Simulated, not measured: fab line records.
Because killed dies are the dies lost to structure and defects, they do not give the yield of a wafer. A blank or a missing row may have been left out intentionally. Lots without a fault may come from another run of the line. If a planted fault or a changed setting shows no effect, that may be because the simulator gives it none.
What tool caused it? :: flow gf180mcu :: 14 lots with 42 wafers sampled at 3 steps, on a route of 602 steps

## WHAT THE GAUGES SHOWED, per wafer
GF_STI_CD_MEAS_12: the cd target is 220 nm.
lot: L649
measured: day 2 01:33
on: cd_sem-02
cd_nm (nm): 219.9 220.3 219.7

lot: L650
measured: day 2 06:23
on: cd_sem-02
cd_nm (nm): 219.6 220.2 219.3

lot: L651
measured: day 2 11:24
on: cd_sem-02
cd_nm (nm): 220.7 220.3 220.2

lot: L652
measured: day 2 17:01
on: cd_sem-01
cd_nm (nm): 218.3 218.6 218.8

lot: L653
measured: day 2 21:51
on: cd_sem-02
cd_nm (nm): 220.4 220.5 220.7

lot: L657
measured: day 3 20:19
on: cd_sem-02
cd_nm (nm): 222.3 221.4 222.3

lot: L661
measured: day 4 15:41
on: cd_sem-02
cd_nm (nm): 218.8 218.7 220.6

lot: L663
measured: day 5 01:28
on: cd_sem-01
cd_nm (nm): 220.7 220.0 221.5

lot: L664
measured: day 5 07:07
on: cd_sem-01
cd_nm (nm): 219.3 219.3 220.4

lot: L666
measured: day 5 17:01
on: cd_sem-01
cd_nm (nm): 221.6 219.9 219.1

lot: L669
measured: day 6 08:16
on: cd_sem-02
cd_nm (nm): 220.0 220.0 220.6

lot: L670
measured: day 6 13:07
on: cd_sem-02
cd_nm (nm): 218.6 218.9 219.1

lot: L671
measured: day 6 18:53
on: cd_sem-02
cd_nm (nm): 219.1 219.8 220.1

lot: L672
measured: day 7 00:52
on: cd_sem-01
cd_nm (nm): 220.1 220.2 220.2

GF_VT_IMPLANT_RS_MEAS_47: a four-point-probe measurement.
lot: L649
measured: day 7 12:07
on: film_metro-04
NWELL_RS (ohm/sq): 487.7 488.0 488.3

lot: L650
measured: day 7 19:43
on: film_metro-02
NWELL_RS (ohm/sq): 486.5 487.6 488.3

lot: L651
measured: day 8 03:37
on: film_metro-02
NWELL_RS (ohm/sq): 488.4 487.8 488.0

lot: L652
measured: day 8 11:23
on: film_metro-02
NWELL_RS (ohm/sq): 487.0 486.1 485.8

lot: L653
measured: day 8 15:25
on: film_metro-03
NWELL_RS (ohm/sq): 488.5 488.3 489.2

lot: L657
measured: day 9 20:35
on: film_metro-03
NWELL_RS (ohm/sq): 487.3 489.5 488.3

lot: L661
measured: day 10 22:27
on: film_metro-04
NWELL_RS (ohm/sq): 488.8 488.5 488.0

lot: L663
measured: day 11 12:05
on: film_metro-03
NWELL_RS (ohm/sq): 488.1 487.5 487.1

lot: L664
measured: day 11 18:04
on: film_metro-04
NWELL_RS (ohm/sq): 487.7 485.6 488.1

lot: L666
measured: day 12 06:08
on: film_metro-02
NWELL_RS (ohm/sq): 487.1 487.7 488.5

lot: L669
measured: day 13 02:34
on: film_metro-04
NWELL_RS (ohm/sq): 489.3 487.1 487.9

lot: L670
measured: day 13 16:28
on: film_metro-02
NWELL_RS (ohm/sq): 485.1 486.4 485.8

lot: L671
measured: day 13 17:47
on: film_metro-03
NWELL_RS (ohm/sq): 488.3 488.9 489.0

lot: L672
measured: day 14 01:15
on: film_metro-02
NWELL_RS (ohm/sq): 487.2 488.5 488.5

## WHICH TOOL RAN EACH LOT (tool, then ch and the chambers of the sampled wafers, then the start)
lot: L649
GF_VT_IMPLANT_IMPLANT_19: implanter-02 ch 0, day 6 04:50

lot: L650
GF_VT_IMPLANT_IMPLANT_19: implanter-03 ch 0, day 6 11:56

lot: L651
GF_VT_IMPLANT_IMPLANT_19: implanter-02 ch 0, day 6 18:53

lot: L652
GF_VT_IMPLANT_IMPLANT_19: implanter-01 ch 0, day 7 01:54

lot: L653
GF_VT_IMPLANT_IMPLANT_19: implanter-01 ch 0, day 7 06:14

lot: L657
GF_VT_IMPLANT_IMPLANT_19: implanter-01 ch 0, day 8 11:06

lot: L661
GF_VT_IMPLANT_IMPLANT_19: implanter-01 ch 0, day 9 10:29

lot: L663
GF_VT_IMPLANT_IMPLANT_19: implanter-03 ch 0, day 9 22:48

lot: L664
GF_VT_IMPLANT_IMPLANT_19: implanter-02 ch 0, day 10 04:50

lot: L666
GF_VT_IMPLANT_IMPLANT_19: implanter-02 ch 0, day 10 16:33

lot: L669
GF_VT_IMPLANT_IMPLANT_19: implanter-03 ch 0, day 11 11:51

lot: L670
GF_VT_IMPLANT_IMPLANT_19: implanter-03 ch 0, day 12 00:41

lot: L671
GF_VT_IMPLANT_IMPLANT_19: implanter-01 ch 0, day 12 02:06

lot: L672
GF_VT_IMPLANT_IMPLANT_19: implanter-02 ch 0, day 12 08:50
- GF_VT_IMPLANT_IMPLANT_19

## AS READ BY THE TOOLS THEMSELVES (means over the sampled wafers that have a number; for cases with no such wafer, the mark the record gives instead)
GF_VT_IMPLANT_IMPLANT_19.
lot: L649
tool: implanter-02
beam_energy_keV: 99.98
tilt_deg (degrees): 7.015

lot: L650
tool: implanter-03
beam_energy_keV: 99.97
tilt_deg (degrees): 6.993

lot: L651
tool: implanter-02
beam_energy_keV: 99.99
tilt_deg (degrees): 7.013

lot: L652
tool: implanter-01
beam_energy_keV: 99.99
tilt_deg (degrees): 7.013

lot: L653
tool: implanter-01
beam_energy_keV: 100.03
tilt_deg (degrees): 6.983

lot: L657
tool: implanter-01
beam_energy_keV: 102.90
tilt_deg (degrees): 7.015

lot: L661
tool: implanter-01
beam_energy_keV: 102.90
tilt_deg (degrees): 7.015

lot: L663
tool: implanter-03
beam_energy_keV: 100.04
tilt_deg (degrees): 7.014

lot: L664
tool: implanter-02
beam_energy_keV: 100.00
tilt_deg (degrees): 6.981

lot: L666
tool: implanter-02
beam_energy_keV: 100.02
tilt_deg (degrees): 6.982

lot: L669
tool: implanter-03
beam_energy_keV: 100.01
tilt_deg (degrees): 6.983

lot: L670
tool: implanter-03
beam_energy_keV: 100.01
tilt_deg (degrees): 6.977

lot: L671
tool: implanter-01
beam_energy_keV: 100.00
tilt_deg (degrees): 6.971

lot: L672
tool: implanter-02
beam_energy_keV: 99.96
tilt_deg (degrees): 6.999

## THE ANSWER, worked out from the rows above alone
Rule: usual is defined by the lots themselves. The widest of any qualifying gaps counts: lots, ordered by their means at a reading, are off when they make up no more than a third of the lots, leave a main group of 4 or more, and stand apart from it by 3 or more times the standard deviation of that group's means. If all means in a main group match to the digits the tables above print for the reading, that group is not used. Also off: a lot with no number at a reading for which 4 or more lots have one. Any other lot the step has rows for is counted as sound. The gauges are gone through in route order, then the tools' own readings, and for those a lot's mean is taken as printed above. The first step at which some lot is off is used, and at that step the reading that is off furthest; a lot without a number counts as furthest.
Off, at GF_VT_IMPLANT_IMPLANT_19 on beam_energy_keV: L657, L661. For the main group the mean is 100.00 and the standard deviation 0.023.
If a tool, at that step or one of the process steps before it, ran each lot that is off and ran no sound lot following the first of them, it fits. Not one of the candidates tried fits.

## WHAT THE SIMULATOR HAD PUT IN
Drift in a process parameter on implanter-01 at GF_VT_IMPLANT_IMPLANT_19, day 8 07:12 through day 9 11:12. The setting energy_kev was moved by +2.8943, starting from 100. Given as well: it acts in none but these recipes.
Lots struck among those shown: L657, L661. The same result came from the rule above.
